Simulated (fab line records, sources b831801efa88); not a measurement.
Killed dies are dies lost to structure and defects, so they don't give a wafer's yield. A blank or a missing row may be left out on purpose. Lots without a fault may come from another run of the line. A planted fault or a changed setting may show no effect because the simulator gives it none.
Which tool did it? | flow gf180mcu | 6 lots, 18 wafers sampled, at 2 steps of a route of 602

WHAT THE GAUGES READ, wafer by wafer
GF_LVPWELL_OVL_MEAS_07.
lot  | measured    | on         | LVPWELL_OVL (nm)
L562 | day 4 06:50 | overlay-02 | -0.6 1.1 -1.4
L565 | day 5 03:37 | overlay-01 | -141.4 -141.6 -141.3
L568 | day 5 15:45 | overlay-01 | -139.8 -140.4 -140.8
L576 | day 7 14:22 | overlay-02 | 0.0 0.3 -1.2
L579 | day 8 10:59 | overlay-02 | 1.4 1.2 1.2
L583 | day 9 09:41 | overlay-01 | 2.1 3.2 2.1

WHICH TOOL RAN EACH LOT (tool, then ch and the chambers of the sampled wafers, then the start)
lot  | GF_LVPWELL_EXPOSE_04
L562 | iline_stepper-01 ch 0, day 4 00:41
L565 | iline_stepper-02 ch 0, day 4 20:42
L568 | iline_stepper-02 ch 0, day 5 08:48
L576 | iline_stepper-01 ch 0, day 7 06:17
L579 | iline_stepper-01 ch 0, day 8 02:28
L583 | iline_stepper-01 ch 0, day 9 00:29
- GF_LVPWELL_EXPOSE_04: exposes mask LVPWELL, target cd 600 nm.

THE ANSWER, worked out from the rows above alone
Rule: what is usual is taken from the lots themselves. Put in order of their means at a reading, lots are off if they are a third of the lots or fewer, leave a main group of 4 or more, and stand apart from it by a gap of 3 or more times the standard deviation of the main group's means; of several such gaps the widest counts. A main group whose means are all the same, to the digits that the tables above print for the reading, isn't used. A lot without any number at a reading at which 4 lots or more have one is off too. The other lots that the step has rows for count as sound.
Off: L565, L568, at GF_LVPWELL_OVL_MEAS_07 (LVPWELL_OVL). The main group: mean 0.8 nm, standard deviation 1.2.
A tool fits if, at a process step before that reading, it ran every lot that is off, and no sound lot after the first of them. The gauges at GF_LVPWELL_OVL_MEAS_07 are tried like those tools. One fits: iline_stepper-02 at GF_LVPWELL_EXPOSE_04. It ran no sound lot before its first lot that is off in this sample, so the start can't be narrowed down.

WHAT THE SIMULATOR HAD PUT IN
Scanner matching overlay: iline_stepper-02, from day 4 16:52 on, at GF_LVPWELL_EXPOSE_04. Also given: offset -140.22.
Lots struck among those shown: L565, L568. The rule above found the same.
